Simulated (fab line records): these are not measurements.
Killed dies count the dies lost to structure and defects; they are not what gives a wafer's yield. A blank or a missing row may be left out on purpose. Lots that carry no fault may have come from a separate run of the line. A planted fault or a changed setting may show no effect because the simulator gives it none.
Split-lot trial    flow sfq-line    route with 325 steps; 5 lots, 23 wafers read

THE SPLIT ITSELF
At SFQ_TRILAYER_M1_DEP_SPUTTER_037 (material Nb, target thk 200 nm, time 133.3 s), the setting time-s was moved away from the recipe's 133.3 s on 9 of the 23 wafers read, by -13.4% to +14.4%. The other wafers ran this setting at the recipe's value.

FROM THE SPLIT TO THE READING: what the file shows between them, 5 steps
- SFQ_M1_RS_MEAS_909: measures by four-point-probe
- SFQ_TRILAYER_M1_LITHO_COAT_044: resist thk 62 nm (also split here: resist-thk-nm)
- SFQ_TRILAYER_M1_LITHO_COAT_039: resist thk 600 nm
- SFQ_TRILAYER_M1_LITHO_SOFTBAKE_043
- SFQ_TRILAYER_M1_BARC_OPEN_METAL_ETCH_054: etches BARC in O2, target depth 125 nm, time 41.7 s

THE READING
oes-product-au, in a.u., at SFQ_TRILAYER_M1_ETCH_METAL_ETCH_042 (etches Nb in Cl2/Ar, stops on SiO2, target depth 240 nm, time 120 s). A value of 0.894 a.u. with a standard deviation of 0.0071 a.u. is what fault-free wafers of this fab line usually give.

wafer   tool, chamber at the split  time-s as run, s  against the recipe  oes-product-au, a.u.  against lot-mates on the recipe
L074.2  pvd-sputter-04, -           133.3             recipe              0.893                 -
L074.3  pvd-sputter-04, -           143.3             +7.5%               0.930                 +0.037
L074.4  pvd-sputter-04, -           133.3             recipe              0.893                 -
L074.5  pvd-sputter-04, -           143.3             +7.5%               0.929                 +0.036
L074.6  pvd-sputter-04, -           133.3             recipe              0.894                 -
L076.2  pvd-sputter-06, -           133.3             recipe              0.894                 -
L076.3  pvd-sputter-06, -           152.5             +14.4%              0.957                 +0.072
L076.4  pvd-sputter-06, -           152.5             +14.4%              0.968                 +0.083
L076.5  pvd-sputter-06, -           133.3             recipe              0.874                 -
L076.6  pvd-sputter-06, -           133.3             recipe              0.887                 -
L080.2  pvd-sputter-04, -           133.3             recipe              0.901                 -
L080.3  pvd-sputter-04, -           133.3             recipe              0.888                 -
L080.6  pvd-sputter-04, -           133.3             recipe              0.891                 -
L083.1  pvd-sputter-04, -           139.1             +4.4%               0.930                 +0.027
L083.2  pvd-sputter-04, -           139.1             +4.4%               0.924                 +0.021
L083.4  pvd-sputter-04, -           133.3             recipe              0.898                 -
L083.5  pvd-sputter-04, -           133.3             recipe              0.908                 -
L083.6  pvd-sputter-04, -           139.1             +4.4%               0.928                 +0.025
L084.1  pvd-sputter-06, -           115.4             -13.4%              0.823                 -0.072
L084.3  pvd-sputter-06, -           115.4             -13.4%              0.833                 -0.062
L084.4  pvd-sputter-06, -           133.3             recipe              0.896                 -
L084.5  pvd-sputter-06, -           133.3             recipe              0.906                 -
L084.6  pvd-sputter-06, -           133.3             recipe              0.883                 -

THE FIT
A straight line over all 23 wafers: oes-product-au changes by +0.00496 a.u. for each +1% of time-s; r = +0.97; the points scatter about the line by 0.0087 a.u.
The same after taking each lot's own level away (the mean of its wafers on the recipe; 23 wafers): +0.00516 a.u. for each +1%; r = +0.98; scatter 0.0061 a.u.
That fit puts the effect of the largest move of time-s on the reading at 0.074 a.u.
Across the lots, their own levels run from 0.8850 to 0.9030 a.u., a range of 2.5 times the standard deviation given above.
The two slopes agree, so the slope changes little with the lot-to-lot level.
Check: with one of the wafers moved furthest among these (+14.4%) left out of the fit, the line predicts +0.0757 a.u. for it against its lot-mates. It came out at +0.072 a.u. against them.

THE OTHER SPLITS THESE WAFERS WENT THROUGH
These wafers also went through other splits before the reading. Each is held against what the fit with the lots' levels taken away leaves over:
other split on the same wafers                wafers away from the commonest value  r with oes-product-au (lot level and that fit taken away)
SFQ_TRILAYER_INCOMING_OXIDATION_002 temp-c    15                                    +0.03
SFQ_TRILAYER_L0_LITHO_COAT_005 spin-rpm       10                                    +0.18
SFQ_TRILAYER_L0_VIA_LITHO_COAT_018 spin-rpm   6                                     -0.16
SFQ_TRILAYER_M0_DEP_SPUTTER_019 power-w       6                                     -0.09
SFQ_TRILAYER_M0_LITHO_COAT_021 spin-rpm       5                                     +0.00
SFQ_TRILAYER_M0_LITHO_PEB_024 peb-temp-c      8                                     +0.09
SFQ_TRILAYER_M1_LITHO_COAT_044 resist-thk-nm  7                                     -0.08

THE WHOLE CHAIN: every reading that the file lists as answering this split, in the file's order
step                                 what it does                                                         reading                                                                                    change (the file's fit)                    r (the file's)
SFQ_TRILAYER_M1_DEP_SPUTTER_037      material Nb, target thk 200 nm, time 133.3 s                         Nb_of_TRILAYER_M1_DEP_SPUTTER_037.thk-nm (the simulator's own value, which no gauge read)  +1.96 nm for each +1% of the setting       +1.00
SFQ_M1_RS_MEAS_909                   measures by four-point-probe                                         M1_NB_RS                                                                                   -0.00873 for each +1% of the setting       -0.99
SFQ_TRILAYER_M1_ETCH_METAL_ETCH_042  etches Nb in Cl2/Ar, stops on SiO2, target depth 240 nm, time 120 s  oes-product-au                                                                             +0.00517 a.u. for each +1% of the setting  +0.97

THE FILE'S OWN FIT
oes-product-au changes by +0.00517 a.u. for each +1% of time-s, r = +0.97.
